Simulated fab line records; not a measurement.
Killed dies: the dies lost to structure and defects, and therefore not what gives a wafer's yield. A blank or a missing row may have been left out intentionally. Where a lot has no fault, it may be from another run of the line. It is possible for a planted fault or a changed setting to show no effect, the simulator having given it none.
The tool behind it: which one? / flow sky130 / route of 708 steps, sampled at 1 step: 14 lots, 42 wafers

== WHAT EACH GAUGE READ, for each wafer ==
The record lacks any reading of a measuring or inspecting step that a usual standard deviation could be used to judge.

== WHICH TOOL RAN EACH LOT (tool, then ch and the chambers of the sampled wafers, then the start) ==
lot=L457; SKY_GATE_OXIDE_OXIDATION_16=furnace-01 ch 0, day 14 07:24
lot=L460; SKY_GATE_OXIDE_OXIDATION_16=furnace-01 ch 0, day 15 15:09
lot=L461; SKY_GATE_OXIDE_OXIDATION_16=furnace-01 ch 0, day 15 22:48
lot=L463; SKY_GATE_OXIDE_OXIDATION_16=furnace-01 ch 0, day 16 11:05
lot=L464; SKY_GATE_OXIDE_OXIDATION_16=furnace-01 ch 0, day 17 03:52
lot=L465; SKY_GATE_OXIDE_OXIDATION_16=furnace-01 ch 0, day 17 03:52
lot=L466; SKY_GATE_OXIDE_OXIDATION_16=furnace-01 ch 0, day 17 14:46
lot=L467; SKY_GATE_OXIDE_OXIDATION_16=furnace-02 ch 0, day 17 22:07
lot=L468; SKY_GATE_OXIDE_OXIDATION_16=furnace-02 ch 0, day 18 01:09
lot=L472; SKY_GATE_OXIDE_OXIDATION_16=furnace-02, day 20 00:08
lot=L473; SKY_GATE_OXIDE_OXIDATION_16=furnace-01, day 20 06:19
lot=L477; SKY_GATE_OXIDE_OXIDATION_16=furnace-02 ch 0, day 21 13:08
lot=L478; SKY_GATE_OXIDE_OXIDATION_16=furnace-02 ch 0, day 21 17:51
lot=L479; SKY_GATE_OXIDE_OXIDATION_16=furnace-02 ch 0, day 22 01:33
- SKY_GATE_OXIDE_OXIDATION_16: stabilise 600 s, purge 300 s, target thk 3.57 nm.

== WHAT THE TOOLS THEMSELVES READ (means of the sampled wafers that have a number; where no wafer has one, the mark that the record gives instead) ==
SKY_GATE_OXIDE_OXIDATION_16. Usual: ox-temp-c 799.9 C, standard deviation 0.35; ox-temp-c-max 803.7, standard deviation 1; ramp-up-c-per-min 10.000, standard deviation 0.0017; spike-tc-top-C 816.5 C, standard deviation 1.3.
lot=L457; tool=furnace-01; ox-temp-c (C)=799.8; ox-temp-c-max=802.9; ramp-up-c-per-min=10.002; spike-tc-top-C (C)=817.6; flag=
lot=L460; tool=furnace-01; ox-temp-c (C)=800.1; ox-temp-c-max=803.7; ramp-up-c-per-min=10.000; spike-tc-top-C (C)=817.8; flag=
lot=L461; tool=furnace-01; ox-temp-c (C)=800.0; ox-temp-c-max=803.4; ramp-up-c-per-min=9.999; spike-tc-top-C (C)=816.8; flag=
lot=L463; tool=furnace-01; ox-temp-c (C)=800.0; ox-temp-c-max=803.2; ramp-up-c-per-min=10.001; spike-tc-top-C (C)=817.6; flag=
lot=L464; tool=furnace-01; ox-temp-c (C)=799.6; ox-temp-c-max=802.5; ramp-up-c-per-min=10.001; spike-tc-top-C (C)=816.7; flag=
lot=L465; tool=furnace-01; ox-temp-c (C)=800.1; ox-temp-c-max=802.8; ramp-up-c-per-min=10.000; spike-tc-top-C (C)=817.5; flag=
lot=L466; tool=furnace-01; ox-temp-c (C)=799.9; ox-temp-c-max=803.4; ramp-up-c-per-min=10.001; spike-tc-top-C (C)=816.5; flag=
lot=L467; tool=furnace-02; ox-temp-c (C)=800.0; ox-temp-c-max=804.0; ramp-up-c-per-min=10.002; spike-tc-top-C (C)=815.0; flag=
lot=L468; tool=furnace-02; ox-temp-c (C)=800.4; ox-temp-c-max=804.5; ramp-up-c-per-min=9.999; spike-tc-top-C (C)=816.1; flag=
lot=L472; tool=furnace-02; ox-temp-c (C)=-; ox-temp-c-max=-; ramp-up-c-per-min=-; spike-tc-top-C (C)=-; flag=OFF
lot=L473; tool=furnace-01; ox-temp-c (C)=-; ox-temp-c-max=-; ramp-up-c-per-min=-; spike-tc-top-C (C)=-; flag=OFF
lot=L477; tool=furnace-02; ox-temp-c (C)=800.2; ox-temp-c-max=804.3; ramp-up-c-per-min=10.001; spike-tc-top-C (C)=815.7; flag=
lot=L478; tool=furnace-02; ox-temp-c (C)=800.0; ox-temp-c-max=804.7; ramp-up-c-per-min=9.998; spike-tc-top-C (C)=816.2; flag=
lot=L479; tool=furnace-02; ox-temp-c (C)=800.4; ox-temp-c-max=804.9; ramp-up-c-per-min=10.000; spike-tc-top-C (C)=816.1; flag=

== THE ANSWER, worked out from the rows above alone ==
Rule: take the mean of a lot's wafers that have a number; if it is more than 3 standard deviations from the usual mean, the lot is off. A lot without any number at a reading at which 4 lots or more have one is off too. Any other lot the step has rows for is counted as sound. Order of review: gauges by route order, followed by the tools' own readings, for which a lot's mean as printed above is used. At the first step where some lot is off, the reading lying furthest off is the one used; lots without a number count as furthest.
Off: L472, L473, at SKY_GATE_OXIDE_OXIDATION_16 (ox-temp-c). Without a number there: L472, L473.
If a tool, at that step or one of the process steps before it, ran each lot that is off and ran no sound lot following the first of them, it fits. Not one of the candidates tried fits.

== WHAT HAD BEEN PUT IN BY THE SIMULATOR ==
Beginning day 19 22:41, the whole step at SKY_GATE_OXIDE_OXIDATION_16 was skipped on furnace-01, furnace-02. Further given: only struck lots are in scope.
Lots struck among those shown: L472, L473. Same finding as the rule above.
